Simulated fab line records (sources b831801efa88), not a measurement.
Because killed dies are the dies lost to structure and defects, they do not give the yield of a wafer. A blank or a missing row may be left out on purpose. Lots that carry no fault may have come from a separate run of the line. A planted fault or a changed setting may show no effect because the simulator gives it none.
Comparing a struck lot with a sound one	flow sky130	20 out of 708 route steps
Sound: wafers L408.2, L408.3, L408.6. Struck: wafer L418.4. (L418.2 of the same lot was not struck and is left out.) The cause comes at the end.
Order at every step that has rows: each side's tool, ch and its chambers, its first start. Under that, the readings that differ: sound wafers	struck wafers	difference of the means	sigmas: that difference in standard deviations of wafers without a fault.
alike: same words and numbers on both sides, and readings whose means sit less than 2 such deviations apart. not compared: any withheld reading, any reading some wafer has no value for, any bound like >300 that may hide the same value, and any number with overlapping values for which the record gives no deviation.
The two part at a step that has a row with sigmas, a row that says differs or no value, or rows on one side only. Non-overlapping numbers with no deviation appear without sigmas and do not part them. A reading that every wafer of one side lacks parts them only if that side has two wafers or more.

SKY_SD_N_RS_MEAS_17: uses a four-point probe to measure.
  sound: filmMetro-02 at day 27 11:47; struck: filmMetro-01 at day 31 13:49
reading	sound	struck	difference	sigmas
SD_P_RS (ohm/sq)	147.1 146.7 146.5	147.7	+0.9	+2
SKY_SD_N_RS_MEAS_18: uses a four-point probe to measure.
  sound: filmMetro-02 at day 27 11:55; struck: filmMetro-01 at day 31 13:56
  alike: RES_XHIGH_RS
then, 2 steps without rows for these wafers: SKY_SALICIDE_CLEAN_00 (cleans in HF-last, time 30 s); SKY_LI_CONTACT_HDPCVD_00 (deposits PSG, target thk 930 nm, time 155 s).
SKY_LI_CONTACT_THK_MEAS_01:
  sound: filmMetro-04 at day 27 12:08; struck: filmMetro-04 at day 31 14:10
  alike: LI_CONTACT_HDPCVD_THK
SKY_LI_CONTACT_CMP_02: polishes PSG.
  sound on cmp-02 ch 0,3, day 27 12:11; struck on cmp-02 ch 2, day 31 14:16
  alike: motorCurrentA, timeToEndpointS
SKY_LI_CONTACT_BOW_MEAS_03:
  sound: filmMetro-01 at day 27 12:31; struck: filmMetro-02 at day 31 14:32
  alike: LI_CONTACT_BOW
then, 5 steps without rows for these wafers: SKY_LI_CONTACT_DEHYDRATE_04 (time 60 s); SKY_LI_CONTACT_HMDS_05 (prime time 60 s); SKY_LI_CONTACT_COAT_06 (resist thk 60 nm); SKY_LI_CONTACT_COAT_07 (resist thk 450 nm); SKY_LI_CONTACT_SOFTBAKE_08 (time 90 s).
SKY_LI_CONTACT_EXPOSE_09: exposes mask LICM1, target cd 170 nm.
  sound on krfScanner-02 ch 0, day 28 03:13; struck on krfScanner-02 ch 0, day 32 04:12
  alike: mask, reticleTempC
then, 2 steps without rows for these wafers: SKY_LI_CONTACT_PEB_10; SKY_LI_CONTACT_DEVELOP_11 (develop time 60 s).
SKY_LI_CONTACT_CD_MEAS_12 targets a cd of 170 nm.
  sound: cdSem-01 at day 28 17:29; struck: cdSem-02 at day 32 18:07
reading	sound	struck	difference	sigmas
cdNm (nm)	172.7 171.9 171.7	166.3	-5.8	-5
SKY_LI_CONTACT_OVL_MEAS_13:
  sound: overlay-02 at day 28 17:35; struck: overlay-02 at day 32 18:13
reading	sound	struck	difference	sigmas
LI_CONTACT_OVL (nm)	-14 -8 -11	0	+11	+2
SKY_LI_CONTACT_ETCH_14: etches BARC in N2/H2, stops on SiO2, time 45.9 s, target depth 60 nm.
  sound on rieDiel-04 ch 0,3, day 28 17:37; struck on rieDiel-04 ch 0, day 32 18:14
reading	sound	struck	difference	sigmas
model.LI_CONTACT.cdNm (nm)	172.9 172 172	167.1	-5.2	
  alike: drypumpMotorCurrentA, oesProductAu, throttleValvePct
  not compared: rfHoursCounterH
SKY_LI_CONTACT_ETCH_15: etches PSG in C4F8/O2/Ar, stops on Si, target depth 600 nm.
  sound on rieDiel-04 ch 0,3, day 28 17:39; struck on rieDiel-04 ch 0, day 32 18:17
reading	sound	struck	difference	sigmas
model.LI_CONTACT.cdNm (nm)	173.1 171.7 171.5	167.1	-5.0	
  alike: oesProductAu
SKY_LI_CONTACT_STRIP_16: strips in O2/N2.
  sound on plasmaAsher-04 ch 0,1, day 28 17:44; struck on plasmaAsher-03 ch 0, day 32 18:22
  alike: drypumpMotorCurrentA, oesProductAu, stripTimeToEndpointS
  not compared: rfHoursCounterH

WHERE THEY PART
First at SKY_SD_N_RS_MEAS_17; last, within this record, at SKY_LI_CONTACT_OVL_MEAS_13. Later steps at which nothing parts them and some readings are alike: SKY_LI_CONTACT_ETCH_14, SKY_LI_CONTACT_ETCH_15, SKY_LI_CONTACT_STRIP_16.

WHY: whatever the simulator had introduced
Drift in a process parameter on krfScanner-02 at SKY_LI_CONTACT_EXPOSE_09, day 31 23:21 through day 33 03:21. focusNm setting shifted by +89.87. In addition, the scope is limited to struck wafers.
